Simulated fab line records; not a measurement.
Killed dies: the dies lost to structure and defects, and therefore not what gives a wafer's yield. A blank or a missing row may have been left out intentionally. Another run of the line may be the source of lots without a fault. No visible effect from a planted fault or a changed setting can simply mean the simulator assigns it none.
Problem report in the 8D (eight disciplines) form, filled by code -- flow gf180mcu -- the parts of the form that need people (team, actions taken, sign-off) are left out

== 1. PROBLEM STATEMENT ==
Mean NSD_RS at GF_PSD_RS_MEAS_14: 49.60 ohm/sq over 6 wafers in 2 lots; fault-free wafers: 46.12 ohm/sq, standard deviation 0.12. That puts it +29 standard deviations away from the usual mean.
The step: measures by four-point-probe.
The first sign was on wafer L510.1 at day 20 12:11, on film_metro-01. At this step, 36 wafers from 12 lots have a number in the record. By rule, "out" or "out of limits" means more than 4 standard deviations away from the usual mean. Any other wafer with a number is counted as sound.

== 2. WHAT THIS IS AND IS NOT ==
question,is,is not
which readings at this step,NSD_RS,-
which lots,"L510, L511","L495, L496, L497, L498, L499, L501, L502, L512, L514, L515"
which wafers of those lots,all that have a number,-
read on which gauges,"film_metro-01, film_metro-04",film_metro-03
when,from day 20 12:11,"up to then (21 sound wafers); but 9 sound wafers of L512, L514, L515 came after"

== 3. THE SUSPECTS, EACH WITH WHAT RULES IT OUT ==
Counting: a tool stays on the suspect list if, at a process step up to the reading, it processed all lots that are out and no sound lot following the first of them.
- ruled out: the gauge at GF_PSD_RS_MEAS_14. 2 gauges (film_metro-01, film_metro-04) read the wafers that are out.
- rtp_anneal-01 at GF_PSD_RTA_13 (time 20 s): kept. It processed each lot that is out, first L510 at day 20 12:06, and no sound lot thereafter; up to then, the last sound lot it processed was L498 at day 16 00:13. Its own wafer_temp_C_max readings are out on those wafers.
Left after counting: rtp_anneal-01 at GF_PSD_RTA_13.

== 4. THE CAUSE (what the simulator had put in) ==
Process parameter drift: rtp_anneal-01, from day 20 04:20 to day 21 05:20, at GF_PSD_RTA_13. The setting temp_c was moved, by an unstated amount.
After counting, this tool was the only one left.

== 5. THE EFFECT CHAIN, in route order ==
Each row: a reading whose mean over the struck wafers that have a number lies more than 3 standard deviations from the usual. Readings are gone through only where the record gives a usual standard deviation; hours: the median, over the lots, of the time from a lot's start at the first step in this table giving one to that lot's start at this step; sigmas: the change measured in usual standard deviations.
hours,step,reading,usual,on struck wafers,change,sigmas
0,GF_PSD_RTA_13,wafer_temp_C_max,1030.6,1004.3,-26.3,-22
0,GF_PSD_RS_MEAS_14,NSD_RS,46.12 ohm/sq,49.60,+3.48,+29
0,GF_PSD_RS_MEAS_15,PSD_RS,108.5 ohm/sq,126.7,+18.2,+55
The process steps in it:
- GF_PSD_RTA_13: time 20 s.

== 6. WHAT WOULD HAVE CAUGHT IT SOONER ==
In this record the first reading out of limits at a measuring or inspecting step was taken at day 20 12:11, 8 hours after the fault began at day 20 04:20.
Tool's own readings at GF_PSD_RTA_13, wafer_temp_C_max: out on all struck wafers the step has rows for; an alarm limit on them would have tripped on the first.
Lots out: 2; of these, L511 started GF_PSD_RTA_13 on rtp_anneal-01 after day 20 12:11. Putting the tool on hold at that point would have spared it.
